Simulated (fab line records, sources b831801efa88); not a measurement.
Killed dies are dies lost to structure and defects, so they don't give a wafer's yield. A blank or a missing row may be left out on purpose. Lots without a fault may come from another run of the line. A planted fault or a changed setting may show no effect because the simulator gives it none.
Problem report in the 8D (eight disciplines) form, filled by code | flow gf180mcu | the parts of the form that need people (team, actions taken, sign-off) are left out

1. THE PROBLEM
developer_temp_C at GF_M1_DEVELOP_13 reads a mean of 21.87 C on 9 wafers of 3 lots; wafers without a fault read 20.99 C with a standard deviation of 0.11. That is +8.0 standard deviations from the usual mean.
The step: develop time 60 s.
First seen on wafer L852.2, day 22 05:55, on litho_track-03. The record holds 21 wafers of 7 lots with a number at this step. Rule for "out", or "out of limits": more than 4 standard deviations from the usual mean. The other wafers with a number count as sound.

2. WHAT IT IS AND WHAT IT IS NOT
question                    | is                     | is not
which readings at this step | developer_temp_C       | -
which lots                  | L852, L855, L857       | L844, L847, L860, L861
which wafers of those lots  | all that have a number | -
read on which tools         | litho_track-03         | litho_track-02, litho_track-04
when                        | from day 22 05:55      | up to then (6 sound wafers); but 6 sound wafers of L860, L861 came after

3. SUSPECTS, AND WHAT RULES EACH OUT
Counting: a tool at a process step up to the reading stays a suspect if it ran every lot that is out and no sound lot after the first of them.
- pvd_sputter-01 at GF_M1_SPUTTER_01 (material TiN, target thk 30 nm, time 25 s): kept. It ran every lot that is out, first L852 (day 21 06:28), and no sound lot after that.
- pvd_sputter-01 at GF_M1_SPUTTER_02 (material AlCu, target thk 450 nm, time 23.9 s): kept. It ran every lot that is out, first L852 (day 21 06:30), and no sound lot after that.
- pvd_sputter-01 at GF_M1_SPUTTER_03 (material Ti, target thk 10 nm, time 6.7 s): kept. It ran every lot that is out, first L852 (day 21 06:32), and no sound lot after that.
- pvd_sputter-01 at GF_M1_SPUTTER_04 (material TiN, target thk 50 nm, time 41.7 s): kept. It ran every lot that is out, first L852 (day 21 06:33), and no sound lot after that.
- litho_track-03 at GF_M1_DEVELOP_13 (develop time 60 s): kept. It ran every lot that is out, first L852 (day 22 05:55), and no sound lot after that; its last sound lot up to then is L847 (day 20 06:36). Its own readings are out on those wafers: developer_temp_C.
Left after counting: pvd_sputter-01 at GF_M1_SPUTTER_01, pvd_sputter-01 at GF_M1_SPUTTER_02, pvd_sputter-01 at GF_M1_SPUTTER_03, pvd_sputter-01 at GF_M1_SPUTTER_04, litho_track-03 at GF_M1_DEVELOP_13.

4. THE CAUSE (what the simulator had put in)
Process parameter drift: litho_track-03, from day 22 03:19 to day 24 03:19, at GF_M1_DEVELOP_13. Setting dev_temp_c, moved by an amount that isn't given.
Counting left 5 suspects, and this tool is among them.

5. THE CHAIN OF EFFECTS, in route order
Each row: a reading whose mean over the struck wafers that have a number lies more than 3 standard deviations from the usual. Only readings for which the record gives a usual standard deviation are gone through. hours: the time from each lot's start at the first step in this table that gives one to its start at this step, as a median over the lots. sigmas: the change in usual standard deviations.
hours | step             | reading          | usual   | on struck wafers | change | sigmas
0     | GF_M1_DEVELOP_13 | developer_temp_C | 20.99 C | 21.87            | +0.88  | +8.0
The process steps in it:
- GF_M1_DEVELOP_13: develop time 60 s.
Later measuring or inspecting steps at which every struck wafer that the step has a row for has a number for every such reading, and none has moved that far: GF_M1_CD_MEAS_14.

6. WHAT WOULD HAVE CAUGHT IT SOONER
In this record the first reading out of limits was taken at day 22 05:55, 3 hours after the fault began at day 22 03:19.
